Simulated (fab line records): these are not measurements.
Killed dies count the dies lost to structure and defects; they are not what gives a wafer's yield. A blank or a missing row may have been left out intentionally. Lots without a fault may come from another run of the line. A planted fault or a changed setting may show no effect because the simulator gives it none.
Chamber matching :: flow sky130 :: 4 sister chambers for SKY_VIA1_ETCH_14 on rieDiel-04
The step etches BARC in N2/H2, stops on SiO2, time 45.9 s, target depth 60 nm. 4 wafers are shown with their chamber, then 8 later ones without.

WAFERS WITH THEIR CHAMBER
wafer: L090.1
chamber: 3
oesProductAu (a.u.): 0.860

wafer: L090.2
chamber: 1
oesProductAu (a.u.): 0.848

wafer: L090.3
chamber: 2
oesProductAu (a.u.): 0.852

wafer: L090.4
chamber: 0
oesProductAu (a.u.): 0.863

WAFERS WITH NO CHAMBER GIVEN
wafer: L090.5
oesProductAu (a.u.): 0.864

wafer: L090.6
oesProductAu (a.u.): 0.854

wafer: L091.1
oesProductAu (a.u.): 0.848

wafer: L091.2
oesProductAu (a.u.): 0.845

wafer: L091.3
oesProductAu (a.u.): 0.852

wafer: L091.4
oesProductAu (a.u.): 0.848

wafer: L091.5
oesProductAu (a.u.): 0.847

wafer: L091.6
oesProductAu (a.u.): 0.855

CHAMBER TAKEN BY EACH
wafer: L090.5
from the rows above: can't be placed: 0 or 3
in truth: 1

wafer: L090.6
from the rows above: 2
in truth: 2

wafer: L091.1
from the rows above: 1
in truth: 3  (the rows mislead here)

wafer: L091.2
from the rows above: 1
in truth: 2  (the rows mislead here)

wafer: L091.3
from the rows above: 2
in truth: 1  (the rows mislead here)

wafer: L091.4
from the rows above: 1
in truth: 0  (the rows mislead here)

wafer: L091.5
from the rows above: 1
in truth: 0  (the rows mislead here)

wafer: L091.6
from the rows above: can't be placed: 2 or 3
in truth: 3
1 of 8 placed correctly. Unplaceable from these rows: 2, with the true chamber sitting among the candidates in 1. 5 placed wrongly.
How it was worked out, from the rows above alone: a wafer's distance from a chamber is the root of the sum, over the readings, of the square of ((its reading less the chamber's mean) divided by the reading's scatter). If the next closest chamber is less than 2 further off than the closest, the wafer can't be placed; otherwise it belongs to the closest. For every chamber, the mean is computed from those of its wafers that are shown. The scatter: root of mean squared gap, hidden wafer to nearest shown wafer, with one shown wafer a chamber.
